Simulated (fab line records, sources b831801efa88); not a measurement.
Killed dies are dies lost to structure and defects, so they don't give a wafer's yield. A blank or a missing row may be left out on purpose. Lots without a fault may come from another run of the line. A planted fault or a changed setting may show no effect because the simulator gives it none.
fab line records | flow sky130
record lots=7 wafers=21 last_day=50
route steps=708 shown PWDE@54 NWELL@56 PAD_OPEN@708
lots that met no fault: from a run of the same line without faults
start_h: hours from the record's first day to the start of the lot's first wafer shown | wait_h: hours since the lot's step before | " the same as in the row above | L1.1+2: a row that stands for several wafers | - no value, or no start given | * or withheld: withheld | < > ~ a bound
route shown NAME@n: a module of which the file shows steps, and the number in the route of the first | usual: mean/standard deviation of fault-free wafers | same: alike in all rows | chamber/n: place in a boat | sites: the reading at each site | _std_site: their standard deviation | _edge_site: outer sites' mean less inner sites' | radius_mm: how far each site lies from the wafer's centre | mask NAME#n: copy n | behind: the tool/chamber that last shaped the wafer | hold: why the lot was held/for how many hours/how that ended | device: the transistor (n, p or np) that didn't switch | end of line: the same wafers' tests at the end of the route | a step without rows: its recipe alone | killed: dies lost to structure and defects at the first sort, not the wafer's yield | map: a wafer's dies, x killed, . not, _ none there
set.NAME: the setting as run; set.NAME@STEP: as run at that earlier step | model.NAME: the simulator's own value behind a step, which no gauge read
lots at some steps of the route; a table a step, a row a wafer
services: from which hour (start_h, from the record's first day; less than 0 if before it) a tool's chamber was out of use, for how many hours, and why
## steps
# step SKY_PWDE_STRIP_09
# recipe chemistry=O2/N2 power_w=1400 pressure_mtorr=1500 platen_temp_c=withheld o2_flow_sccm=3000 n2_flow_sccm=300 overash_fraction=0.5
# usual drypump_motor_current_A=5.8/0.41 oes_product_au=0.723/0.0045 strip_time_to_endpoint_s=36.93/0.099
# columns lot.wafer tool chamber start_h wait_h drypump_motor_current_A oes_product_au rf_hours_counter_h strip_time_to_endpoint_s
L283.2 plasma_asher-04 0 93.89 0.1 6.1 0.720 28 36.89
L283.3 " 0 " " 6.1 0.724 - 36.99
L283.6 " 0 " " 6.2 0.725 - 37.04
L287.3 plasma_asher-04 1 121.03 0.1 6.1 0.722 - 36.98
L287.4 " 0 " " 6.1 0.726 - 36.99
L287.6 " 0 " " 6.1 0.720 - 37.13
L291.2 plasma_asher-02 1 138.40 0.1 5.4 0.726 45 36.84
L291.3 " 0 " " 5.1 0.722 - 36.67
L291.4 " 1 " " 5.4 0.717 - 36.69
L294.3 plasma_asher-04 0 150.01 0.1 6.1 0.723 - 36.98
L294.4 " 1 " " 6.1 0.725 - 37.05
L294.5 " 1 " " 6.1 0.724 - 37.02
L295.2 plasma_asher-03 1 155.07 0.1 5.9 0.730 4 37.09
L295.3 " 1 " " 5.9 0.724 - 36.92
L295.5 " 0 " " 5.3 0.729 - 37.00
L296.1 plasma_asher-03 1 156.60 0.1 5.9 0.730 4 36.82
L296.2 " 0 " " 5.3 0.716 4 36.84
L296.6 " 1 " " 5.9 0.723 - 36.87
L301.1 plasma_asher-04 1 187.24 0.1 6.1 0.724 37 37.01
L301.2 " 0 " " 6.2 0.725 37 36.91
L301.6 " 1 " " 6.1 0.733 - 36.97
# step SKY_PWDE_TW_MEAS_10
# usual PWDE_TW=377/4.8
# columns lot.wafer tool chamber start_h wait_h PWDE_TW
L283.2 film_metro-04 - 94.00 0.1 372
L283.3 " - " " 374
L283.6 " - " " 372
L287.3 film_metro-02 - 121.12 0.1 379
L287.4 " - " " 378
L287.6 " - " " 378
L291.2 film_metro-01 - 138.51 0.1 385
L291.3 " - " " 384
L291.4 " - " " 384
L294.3 film_metro-04 - 150.13 0.1 372
L294.4 " - " " 373
L294.5 " - " " 373
L295.2 film_metro-04 - 155.18 0.1 371
L295.3 " - " " 373
L295.5 " - " " 370
L296.1 film_metro-04 - 156.70 0.1 372
L296.2 " - " " 372
L296.6 " - " " 372
L301.1 film_metro-02 - 187.34 0.1 377
L301.2 " - " " 376
L301.6 " - " " 377
# step SKY_NWELL_DEHYDRATE_03
# recipe temp_c=200 time_s=60
# step SKY_NWELL_HMDS_04
# recipe prime_time_s=60 prime_temp_c=120
# step SKY_NWELL_COAT_05
# recipe spin_rpm=2000 resist_thk_nm=3000
# step SKY_NWELL_SOFTBAKE_06
# recipe temp_c=110 time_s=withheld
# step SKY_NWELL_EXPOSE_07
# recipe mask_id=NWM na=0.6 source_shape=conventional sigma_outer=0.6 polarization=unpolarized target_cd_nm=840 dose_mj=255
# step SKY_NWELL_PEB_08
# recipe temp_c=115 time_s=withheld
# step SKY_NWELL_DEVELOP_09
# recipe wall_angle_deg=90 developer=TMAH develop_time_s=60 dev_temp_c=23
# step SKY_NWELL_OVL_MEAS_10
# usual NWELL_00_OVL=-0.5/1.4
# columns lot.wafer tool chamber start_h wait_h NWELL_00_OVL[nm]
L283.2 overlay-02 - 111.42 - -0.3
L283.3 " - " " 0.5
L283.6 " - " " 0.6
L287.3 overlay-02 - 139.98 - -1.6
L287.4 " - " " 1.0
L287.6 " - " " -0.2
L291.2 overlay-01 - 157.71 - -0.9
L291.3 " - " " -2.1
L291.4 " - " " -2.0
L294.3 overlay-01 - 170.06 - -0.1
L294.4 " - " " -1.1
L294.5 " - " " -1.6
L295.2 overlay-02 - 174.36 - -4.2
L295.3 " - " " -2.9
L295.5 " - " " -4.0
L296.1 overlay-01 - 176.85 - 2.3
L296.2 " - " " 0.7
L296.6 " - " " -0.8
L301.1 overlay-01 - 208.03 - 3.5
L301.2 " - " " 0.3
L301.6 " - " " 2.1
# step SKY_NWELL_IMPLANT_11
# recipe species=P energy_kev=400 dose_cm2=1.922e+13 tilt_deg=withheld
# step SKY_NWELL_IMPLANT_12
# recipe species=P energy_kev=120 dose_cm2=1.3e+12 tilt_deg=withheld
# step SKY_NWELL_IMPLANT_13
# recipe species=P energy_kev=50 dose_cm2=7e+11 tilt_deg=withheld
# usual beam_on_s=9.99/0.2 faraday_current_uA=3.95/0.075
# columns lot.wafer tool chamber start_h wait_h beam_on_s faraday_current_uA
L283.2 implanter-01 0 111.77 0.1 10.31 3.82
L283.3 " 0 " " 10.00 3.95
L283.6 " 0 " " 10.06 3.94
L287.3 implanter-02 0 140.35 0.1 9.98 3.96
L287.4 " 0 " " 10.20 3.89
L287.6 " 0 " " 10.32 3.83
L291.2 implanter-02 0 158.06 0.1 9.99 3.95
L291.3 " 0 " " 9.97 3.98
L291.4 " 0 " " 9.75 4.06
L294.3 implanter-01 0 170.44 0.1 12.57 3.13
L294.4 " 0 " " 12.51 3.16
L294.5 " 0 " " 12.84 3.06
L295.2 implanter-01 0 174.71 0.1 12.39 3.17
L295.3 " 0 " " 12.66 3.14
L295.5 " 0 " " 12.51 3.15
L296.1 implanter-01 0 177.19 0.1 12.76 3.10
L296.2 " 0 " " 12.51 3.14
L296.6 " 0 " " 12.73 3.10
L301.1 implanter-03 0 208.37 0.1 9.93 3.97
L301.2 " 0 " " 9.92 3.98
L301.6 " 0 " " 9.98 3.94
# step SKY_NWELL_STRIP_14
# recipe chemistry=O2/N2 power_w=1400 pressure_mtorr=1500 platen_temp_c=withheld o2_flow_sccm=3000 n2_flow_sccm=300 overash_fraction=0.5
# usual drypump_motor_current_A=5.5/0.45 oes_product_au=0.723/0.0044 strip_time_to_endpoint_s=36.90/0.086
# columns lot.wafer tool chamber start_h wait_h drypump_motor_current_A oes_product_au rf_hours_counter_h strip_time_to_endpoint_s
L283.2 plasma_asher-02 0 111.90 0.1 5.1 0.722 42 36.88
L283.3 " 0 " " 5.1 0.720 - 36.89
L283.6 " 0 " " 5.1 0.729 - 36.93
L287.3 plasma_asher-04 1 140.48 0.1 6.2 0.726 - 36.64
L287.4 " 0 " " 6.1 0.722 - 36.71
L287.6 " 1 " " 6.2 0.719 - 36.76
L291.2 plasma_asher-01 1 158.19 0.1 5.0 0.729 48 36.90
L291.3 " 0 " " 5.7 0.723 - 36.82
L291.4 " 1 " " 5.0 0.719 - 36.90
L294.3 plasma_asher-02 0 170.57 0.1 5.1 0.721 - 36.72
L294.4 " 1 " " 5.4 0.729 - 36.81
L294.5 " 0 " " 5.1 0.722 - 36.83
L295.2 plasma_asher-01 1 174.84 0.1 4.9 0.722 49 36.98
L295.3 " 1 " " 4.9 0.719 - 36.85
L295.5 " 0 " " 5.7 0.719 - 36.89
L296.1 plasma_asher-01 1 177.34 0.1 4.9 0.722 49 36.86
L296.2 " 0 " " 5.7 0.723 49 36.93
L296.6 " 1 " " 5.0 0.723 - 36.90
L301.1 plasma_asher-04 1 208.52 0.1 6.2 0.721 40 37.00
L301.2 " 0 " " 6.1 0.720 40 36.87
L301.6 " 1 " " 6.1 0.723 - 36.84
# step SKY_NWELL_TW_MEAS_15
# usual NWELL_TW=1850/24
# columns lot.wafer tool chamber start_h wait_h NWELL_TW
L283.2 film_metro-01 - 112.01 0.1 1857
L283.3 " - " " 1862
L283.6 " - " " 1865
L287.3 film_metro-01 - 140.57 0.1 1876
L287.4 " - " " 1884
L287.6 " - " " 1891
L291.2 film_metro-04 - 158.30 0.1 1809
L291.3 " - " " 1809
L291.4 " - " " 1818
L294.3 film_metro-04 - 170.66 0.1 1833
L294.4 " - " " 1823
L294.5 " - " " 1833
L295.2 film_metro-01 - 174.95 0.1 1869
L295.3 " - " " 1875
L295.5 " - " " 1871
L296.1 film_metro-02 - 177.44 0.1 1845
L296.2 " - " " 1843
L296.6 " - " " 1838
L301.1 film_metro-01 - 208.62 0.1 1880
L301.2 " - " " 1879
L301.6 " - " " 1879
# step SKY_NWELL_DEHYDRATE_16
# recipe temp_c=200 time_s=60
# step SKY_NWELL_HMDS_17
# recipe prime_time_s=60 prime_temp_c=120
# step SKY_NWELL_COAT_18
# recipe spin_rpm=2000 resist_thk_nm=3000
# step SKY_NWELL_SOFTBAKE_19
# recipe temp_c=110 time_s=withheld
# step SKY_NWELL_EXPOSE_20
# recipe mask_id=NWM_COMPLEMENT na=0.6 source_shape=conventional sigma_outer=0.6 polarization=unpolarized target_cd_nm=840 dose_mj=260
# step SKY_NWELL_PEB_21
# recipe temp_c=115 time_s=withheld
# step SKY_NWELL_DEVELOP_22
# recipe wall_angle_deg=90 developer=TMAH develop_time_s=60 dev_temp_c=23
# step SKY_NWELL_OVL_MEAS_23
# usual NWELL_01_OVL=-0.4/1.6
# columns lot.wafer tool chamber start_h wait_h NWELL_01_OVL[nm]
L283.2 overlay-02 - 129.89 - -1.1
L283.3 " - " " -1.8
L283.6 " - " " -2.6
L287.3 overlay-02 - 160.23 - -1.3
L287.4 " - " " -1.1
L287.6 " - " " -2.1
L291.2 overlay-02 - 177.72 - -3.0
L291.3 " - " " -2.8
L291.4 " - " " -2.1
L294.3 overlay-02 - 190.78 - -2.9
L294.4 " - " " 0.9
L294.5 " - " " -0.6
L295.2 overlay-02 - 194.86 - 1.1
L295.3 " - " " -1.6
L295.5 " - " " 1.0
L296.1 overlay-01 - 198.31 - -1.1
L296.2 " - " " 1.0
L296.6 " - " " 0.0
L301.1 overlay-01 - 230.28 - -0.9
L301.2 " - " " -1.8
L301.6 " - " " -1.5
# step SKY_NWELL_IMPLANT_24
# recipe species=B energy_kev=142.8 dose_cm2=9.2e+12 tilt_deg=withheld
# step SKY_NWELL_STRIP_25
# recipe chemistry=O2/N2 power_w=1400 pressure_mtorr=1500 platen_temp_c=withheld o2_flow_sccm=3000 n2_flow_sccm=300 overash_fraction=0.5
# usual drypump_motor_current_A=5.7/0.48 oes_product_au=0.723/0.0048 strip_time_to_endpoint_s=36.89/0.11
# columns lot.wafer tool chamber start_h wait_h drypump_motor_current_A oes_product_au rf_hours_counter_h strip_time_to_endpoint_s
L283.2 plasma_asher-04 1 130.07 0.1 6.1 0.725 32 36.77
L283.3 " 0 " " 6.1 0.726 - 36.75
L283.6 " 0 " " 6.2 0.728 - 36.81
L287.3 plasma_asher-04 1 160.43 0.1 6.1 0.721 - 36.88
L287.4 " 0 " " 6.2 0.727 - 36.85
L287.6 " 1 " " 6.1 0.721 - 36.83
L291.2 plasma_asher-01 0 177.90 0.1 5.7 0.725 50 36.77
L291.3 " 1 " " 5.0 0.723 - 36.78
L291.4 " 0 " " 5.7 0.718 - 36.73
L294.3 plasma_asher-02 0 190.98 0.1 5.1 0.730 - 36.78
L294.4 " 1 " " 5.4 0.728 - 36.83
L294.5 " 1 " " 5.4 0.730 - 36.85
L295.2 plasma_asher-04 1 195.04 0.1 6.2 0.722 38 36.87
L295.3 " 0 " " 6.1 0.726 - 36.90
L295.5 " 1 " " 6.2 0.726 - 36.98
L296.1 plasma_asher-02 0 198.50 0.1 5.1 0.723 50 36.74
L296.2 " 1 " " 5.4 0.729 50 36.89
L296.6 " 0 " " 5.1 0.721 - 36.84
L301.1 plasma_asher-04 0 230.47 0.1 6.1 0.722 42 37.09
L301.2 " 1 " " 6.1 0.718 42 37.06
L301.6 " 1 " " 6.1 0.722 - 37.17
# step SKY_NWELL_TW_MEAS_26
# usual NWELL_2_TW=502/6
# columns lot.wafer tool chamber start_h wait_h NWELL_2_TW
L283.2 film_metro-04 - 130.18 0.1 492
L283.3 " - " " 491
L283.6 " - " " 492
L287.3 film_metro-01 - 160.52 0.1 506
L287.4 " - " " 507
L287.6 " - " " 508
L291.2 film_metro-02 - 178.01 0.1 498
L291.3 " - " " 502
L291.4 " - " " 500
L294.3 film_metro-04 - 191.07 0.1 501
L294.4 " - " " 499
L294.5 " - " " 498
L295.2 film_metro-01 - 195.15 0.1 505
L295.3 " - " " 513
L295.5 " - " " 512
L296.1 film_metro-02 - 198.60 0.1 504
L296.2 " - " " 502
L296.6 " - " " 504
L301.1 film_metro-02 - 230.57 0.1 500
L301.2 " - " " 502
L301.6 " - " " 502
# step SKY_NWELL_CLEAN_27
# recipe chemistry=SC1/SC2 mix=1:4:20 temp_c=70 time_s=150 dry=n2_spin
# step SKY_NWELL_RTA_28
# recipe temp_c=1050 time_s=30 idle_temp_c=650 ramp_up_c_per_s=150 ramp_down_c_per_s=90 ambient=N2
# usual lamp_power_pct=25.31/0.051 wafer_temp_C_max=1055.0/1
# columns lot.wafer tool chamber start_h wait_h lamp_power_pct wafer_temp_C_max
L283.2 rtp_anneal-02 0 130.29 0.0 25.24 1054.6
L283.3 " 0 " " 25.30 1054.7
L283.6 " 0 " " 25.25 1054.5
L287.3 rtp_anneal-02 0 160.64 0.0 25.31 1054.6
L287.4 " 0 " " 25.23 1052.6
L287.6 " 0 " " 25.35 1057.7
L291.2 rtp_anneal-01 0 178.13 0.0 25.30 1055.9
L291.3 " 0 " " 25.32 1054.4
L291.4 " 0 " " 25.35 1055.1
L294.3 rtp_anneal-01 0 191.19 0.0 25.32 1055.4
L294.4 " 0 " " 25.44 1054.5
L294.5 " 0 " " 25.26 1054.8
L295.2 rtp_anneal-02 0 195.26 0.0 25.32 1054.1
L295.3 " 0 " " 25.44 1054.6
L295.5 " 0 " " 25.33 1054.5
L296.1 rtp_anneal-01 0 198.71 0.0 25.37 1054.4
L296.2 " 0 " " 25.35 1054.6
L296.6 " 0 " " 25.31 1056.3
L301.1 rtp_anneal-02 0 230.68 0.0 25.25 1054.1
L301.2 " 0 " " 25.34 1054.6
L301.6 " 0 " " 25.27 1054.0
# step SKY_NWELL_RS_MEAS_29
# recipe thk_meas_gauge=four-point-probe
# usual NWELL_RS=621.5/1.6
# columns lot.wafer tool chamber start_h wait_h NWELL_RS[ohm/sq]
L283.2 film_metro-04 - 130.40 0.1 620.9
L283.3 " - " " 621.0
L283.6 " - " " 619.9
L287.3 film_metro-04 - 160.75 0.1 622.4
L287.4 " - " " 620.3
L287.6 " - " " 621.3
L291.2 film_metro-02 - 178.23 0.1 623.3
L291.3 " - " " 621.7
L291.4 " - " " 621.2
L294.3 film_metro-02 - 191.30 0.1 617.3
L294.4 " - " " 615.5
L294.5 " - " " 617.2
L295.2 film_metro-04 - 195.37 0.1 613.5
L295.3 " - " " 614.3
L295.5 " - " " 613.8
L296.1 film_metro-02 - 198.81 0.1 619.2
L296.2 " - " " 618.7
L296.6 " - " " 618.3
L301.1 film_metro-02 - 230.78 0.1 621.2
L301.2 " - " " 621.0
L301.6 " - " " 622.9
# step SKY_PAD_OPEN_PROBE_99
# usual killed_at_M0_to_M3=44/7.4 killed_at_M4_up=3.2/2 killed_at_contacts=24/5.1 killed_at_front_end=15/4.8 killed_at_other=0.2/0.46 killed_dies=86/10 killed_open=47/7.5 killed_short=39/7
# same gross_dies=492 killed_at_back_side=0
# columns lot.wafer tool chamber start_h wait_h killed_at_M0_to_M3 killed_at_M4_up killed_at_contacts killed_at_front_end killed_at_other killed_dies killed_open killed_short model.etest.pfet_01v8_lvt.drive_ua_um model.etest.pfet_01v8_lvt.off_log10_a_um model.etest.pfet_g5v0d10v5.off_log10_a_um model.etest.pfet_g5v0d10v5.vt_sat_v model.etest.pfet_16v.vt_v model.etest.pfet_g5v0d10v5.vt_v model.etest.pfet_g5v0d10v5.vt_long_v model.etest.pfet_01v8_lvt.vt_sat_v
L283.2 prober-01 - 1101.88 0.1 32 7 26 23 1 89 39 50 175.5 -8.947 -12.25 -0.6052 -1.078 -0.8059 -0.9176 -0.4386
L283.3 prober-01 - 1101.93 0.2 41 4 22 9 0 76 34 40 173.9 -8.975 -12.61 -0.645 -1.077 -0.842 -0.9136 -0.4477
L283.6 prober-01 - 1102.08 0.2 55 5 24 14 0 98 53 44 173.2 -8.946 -12.4 -0.614 -1.078 -0.8158 -0.9135 -0.4466
L287.3 prober-01 - 1133.89 0.2 37 9 20 20 0 86 46 40 175.8 -8.849 -12.74 -0.6353 -1.094 -0.829 -0.9267 -0.4418
L287.4 prober-01 - 1133.94 0.2 38 3 23 20 0 84 44 40 176.1 -8.889 -12.93 -0.6722 -1.1 -0.8583 -0.9331 -0.4373
L287.6 prober-01 - 1134.04 0.2 34 6 19 7 0 66 35 31 172.4 -9.029 -12.91 -0.6715 -1.107 -0.8638 -0.9371 -0.4461
L291.2 prober-02 - 1167.34 0.1 51 5 32 27 0 115 60 55 175.7 -8.932 -12.42 -0.6112 -1.093 -0.8177 -0.9272 -0.431
L291.3 prober-02 - 1167.39 0.2 50 4 28 18 2 102 60 40 171.8 -8.929 -12.3 -0.6056 -1.091 -0.8119 -0.9225 -0.4279
L291.4 prober-02 - 1167.44 0.2 33 4 24 17 1 79 45 32 173.6 -8.944 -12.53 -0.6239 -1.093 -0.8266 -0.9254 -0.4247
L294.3 prober-01 - 1169.31 0.2 46 3 16 12 1 78 50 27 168.1 -9.693 -13.53 -0.7618 -1.187 -0.9243 -1.008 -0.5064
L294.4 prober-01 - 1169.36 0.2 57 5 25 18 1 106 61 45 166.5 -9.768 -13.48 -0.7361 -1.187 -0.9006 -1.006 -0.5076
L294.5 prober-01 - 1169.41 0.2 41 4 20 18 0 83 43 40 167.8 -9.761 -13.61 -0.7716 -1.19 -0.9372 -1.016 -0.5077
L296.1 prober-02 - 1170.71 0.1 43 1 29 15 0 88 55 33 167.3 -9.588 -13.3 -0.7371 -1.173 -0.9101 -0.9936 -0.4965
L296.2 prober-02 - 1170.76 0.1 51 2 25 19 0 97 50 46 166.6 -9.481 -13.2 -0.7097 -1.171 -0.8849 -0.9977 -0.4922
L296.6 prober-02 - 1170.96 0.2 51 4 18 21 0 94 48 46 166.9 -9.494 -13.43 -0.7422 -1.175 -0.9149 -1.002 -0.4913
L295.2 prober-01 - 1172.63 0.1 46 1 27 12 1 87 50 37 170.3 -9.43 -13.39 -0.7307 -1.177 -0.9074 -0.9927 -0.4894
L295.3 prober-01 - 1172.68 0.2 35 3 23 16 0 77 36 41 167.8 -9.515 -13.34 -0.7182 -1.175 -0.8959 -0.9976 -0.4982
L295.5 prober-01 - 1172.78 0.2 48 8 20 15 0 91 55 36 171 -9.484 -13.34 -0.7117 -1.181 -0.8906 -1.002 -0.4961
L301.1 prober-02 - 1191.32 0.1 42 4 30 23 0 99 53 46 173 -9.418 -12.97 -0.6762 -1.111 -0.8471 -0.9364 -0.4691
L301.2 prober-02 - 1191.37 0.1 38 4 22 25 0 89 52 37 170.1 -9.492 -13.36 -0.7343 -1.126 -0.9044 -0.9499 -0.4763
L301.6 prober-02 - 1191.57 0.2 40 3 23 22 0 88 47 41 170.8 -9.291 -13.08 -0.696 -1.124 -0.8672 -0.9527 -0.4711
# killed by level:class
L283.2 CONTACT:geometric_particle:open=7 CONTACT:geometric_particle:short=6 METAL1:geometric_particle:short=6 VIA1:geometric_particle:open=6 POLY_GATE:geometric_particle:short=5 LI_CONTACT:geometric_particle:open=5 METAL4:geometric_particle:short=5 VIA1:geometric_particle:short=5
L283.3 CONTACT:geometric_particle:short=8 METAL1:geometric_particle:short=8 VIA2:geometric_particle:open=7 VIA1:geometric_particle:short=6 VIA1:geometric_particle:open=5 METAL2:geometric_particle:short=5 LI_CONTACT:geometric_particle:short=4 LI_CONTACT:geometric_particle:open=4
L283.6 VIA1:geometric_particle:open=12 LI_CONTACT:geometric_particle:open=8 METAL1:geometric_particle:short=8 VIA3:geometric_particle:open=7 LOCAL_INTERCONNECT:geometric_particle:short=6 VIA2:geometric_particle:open=6 POLY_GATE:geometric_particle:open=5 CONTACT:geometric_particle:open=5
L287.3 VIA1:geometric_particle:open=7 LI_CONTACT:geometric_particle:open=7 METAL4:geometric_particle:short=7 POLY_GATE:geometric_particle:open=6 VIA3:geometric_particle:open=6 FIELD_ISO:geometric_particle:open=5 VIA2:geometric_particle:open=5 CONTACT:geometric_particle:short=4
L287.4 FIELD_ISO:geometric_particle:open=10 VIA1:geometric_particle:open=7 CONTACT:geometric_particle:short=6 VIA2:geometric_particle:open=6 VIA3:geometric_particle:open=6 LOCAL_INTERCONNECT:geometric_particle:short=5 CONTACT:geometric_particle:open=5 METAL1:geometric_particle:short=5
L287.6 VIA1:geometric_particle:open=8 VIA2:geometric_particle:open=8 CONTACT:geometric_particle:open=5 METAL1:geometric_particle:short=5 METAL4:geometric_particle:short=4 LI_CONTACT:geometric_particle:open=3 LI_CONTACT:geometric_particle:short=3 LOCAL_INTERCONNECT:geometric_particle:short=3
L291.2 VIA1:geometric_particle:open=17 CONTACT:geometric_particle:open=12 FIELD_ISO:geometric_particle:open=8 POLY_GATE:geometric_particle:short=7 LI_CONTACT:geometric_particle:open=7 METAL2:geometric_particle:short=7 FIELD_ISO:geometric_particle:short=6 METAL1:geometric_particle:short=6
L291.3 CONTACT:geometric_particle:open=13 VIA3:geometric_particle:open=11 VIA1:geometric_particle:open=11 METAL2:geometric_particle:short=9 VIA2:geometric_particle:open=8 LI_CONTACT:geometric_particle:open=4 LOCAL_INTERCONNECT:geometric_particle:short=4 CONTACT:geometric_particle:short=4
L291.4 VIA1:geometric_particle:open=11 CONTACT:geometric_particle:open=8 LI_CONTACT:geometric_particle:open=6 FIELD_ISO:geometric_particle:short=5 LOCAL_INTERCONNECT:geometric_particle:short=5 VIA3:geometric_particle:open=5 METAL2:geometric_particle:short=5 FIELD_ISO:geometric_particle:open=3
L294.3 VIA1:geometric_particle:open=12 VIA2:geometric_particle:open=9 VIA3:geometric_particle:open=9 CONTACT:geometric_particle:open=7 METAL2:geometric_particle:short=6 LI_CONTACT:geometric_particle:open=4 VIA1:geometric_particle:short=4 FIELD_ISO:geometric_particle:short=3
L294.4 VIA1:geometric_particle:open=16 VIA3:geometric_particle:open=10 LI_CONTACT:geometric_particle:open=9 FIELD_ISO:geometric_particle:short=7 FIELD_ISO:geometric_particle:open=7 CONTACT:geometric_particle:open=7 METAL2:geometric_particle:short=7 VIA1:geometric_particle:short=6
L294.5 VIA1:geometric_particle:open=16 FIELD_ISO:geometric_particle:short=8 CONTACT:geometric_particle:open=8 METAL2:geometric_particle:short=6 FIELD_ISO:geometric_particle:open=5 VIA1:geometric_particle:short=5 METAL4:geometric_particle:short=4 CONTACT:geometric_particle:short=4
L296.1 CONTACT:geometric_particle:open=15 VIA2:geometric_particle:open=13 VIA3:geometric_particle:open=7 FIELD_ISO:geometric_particle:short=6 CONTACT:geometric_particle:short=6 VIA1:geometric_particle:short=6 LI_CONTACT:geometric_particle:open=5 VIA1:geometric_particle:open=5
L296.2 VIA3:geometric_particle:open=15 CONTACT:geometric_particle:open=10 POLY_GATE:geometric_particle:short=8 VIA2:geometric_particle:open=8 FIELD_ISO:geometric_particle:short=7 METAL1:geometric_particle:short=7 CONTACT:geometric_particle:short=6 LI_CONTACT:geometric_particle:open=6
L296.6 VIA2:geometric_particle:open=10 VIA2:geometric_particle:short=8 METAL2:geometric_particle:short=7 CONTACT:geometric_particle:open=7 VIA1:geometric_particle:short=7 VIA3:geometric_particle:open=7 VIA1:geometric_particle:open=6 POLY_GATE:geometric_particle:open=6
L295.2 VIA1:geometric_particle:open=14 LI_CONTACT:geometric_particle:open=9 VIA3:geometric_particle:open=7 CONTACT:geometric_particle:open=6 CONTACT:geometric_particle:short=6 METAL2:geometric_particle:short=5 VIA2:geometric_particle:open=5 LI_CONTACT:geometric_particle:short=4
L295.3 VIA1:geometric_particle:short=7 FIELD_ISO:geometric_particle:open=6 CONTACT:geometric_particle:short=6 CONTACT:geometric_particle:open=6 VIA1:geometric_particle:open=5 METAL1:geometric_particle:short=5 LI_CONTACT:geometric_particle:open=4 METAL2:geometric_particle:short=4
L295.5 VIA1:geometric_particle:open=11 FIELD_ISO:geometric_particle:open=9 VIA2:geometric_particle:open=8 LI_CONTACT:geometric_particle:open=8 VIA3:geometric_particle:open=7 METAL4:geometric_particle:short=6 CONTACT:geometric_particle:open=5 FIELD_ISO:geometric_particle:short=4
L301.1 VIA1:geometric_particle:open=13 CONTACT:geometric_particle:open=8 VIA3:geometric_particle:open=8 CONTACT:geometric_particle:short=7 FIELD_ISO:geometric_particle:short=6 LOCAL_INTERCONNECT:geometric_particle:short=6 FIELD_ISO:geometric_particle:open=5 VIA2:geometric_particle:open=5
L301.2 VIA1:geometric_particle:open=12 LI_CONTACT:geometric_particle:open=9 FIELD_ISO:geometric_particle:short=8 CONTACT:geometric_particle:open=6 FIELD_ISO:geometric_particle:open=5 VIA3:geometric_particle:open=5 POLY_GATE:geometric_particle:short=4 VIA2:geometric_particle:open=4
L301.6 LI_CONTACT:geometric_particle:open=12 VIA1:geometric_particle:open=12 POLY_GATE:geometric_particle:short=8 METAL2:geometric_particle:short=8 FIELD_ISO:geometric_particle:open=5 FIELD_ISO:geometric_particle:short=4 CONTACT:geometric_particle:open=4 VIA3:geometric_particle:open=4
## services
# columns tool chamber start_h hours kind
plasma_asher-01 - 79.77 2.8 pm
plasma_asher-02 - 98.71 0.9 repair
plasma_asher-03 - 108.75 9.0 pm
plasma_asher-03 0 108.75 9.0 vent_cycle
plasma_asher-03 1 108.75 9.0 vent_cycle
plasma_asher-03 - 109.89 1.5 repair
plasma_asher-03 0 117.75 - clean
plasma_asher-03 1 117.75 - clean
implanter-03 - 123.24 0.8 repair
implanter-02 - 129.46 3.9 pm
rtp_anneal-01 - 134.84 33.5 repair
plasma_asher-01 - 137.26 1.7 repair
implanter-02 - 151.72 1.5 repair
implanter-01 - 157.04 1.1 repair
implanter-03 - 166.76 5.5 pm
implanter-02 - 169.88 3.6 repair
rtp_anneal-02 - 194.38 0.8 pm
## key
first_sign step=SKY_NWELL_IMPLANT_13 reading=beam_on_s direction=up sigmas=13 usual=9.99 struck=12.61
effect step=SKY_NWELL_IMPLANT_13 reading=faraday_current_uA direction=down sigmas=11 usual=3.95 struck=3.13
effect step=SKY_NWELL_RS_MEAS_29 reading=NWELL_RS direction=down sigmas=3.1 usual=621.5 struck=616.4
model_effect step=SKY_PAD_OPEN_PROBE_99 value=etest.pfet_01v8_lvt.drive_ua_um without=174.6 struck=168
met_at SKY_NWELL_IMPLANT_13
struck_wafers L294.3,L294.4,L294.5,L295.2,L295.3,L295.5,L296.1,L296.2,L296.6
tester_left_out L294,L295,L296
onset_between 111.77 170.44
fault kind=process_parameter_drift tool=implanter-01 chamber=- onset_h=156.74 steps=SKY_NWELL_IMPLANT_13 channel=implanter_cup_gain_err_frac offset=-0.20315 shape=step end_h=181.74
# tester_left_out: of these lots the tester's yield and bins aren't shown, on N5 and GAA mostly nor the transistor test; their killed dies are dies lost to structure and defects alone, not to doping, threshold or leakage, so they don't give the yield
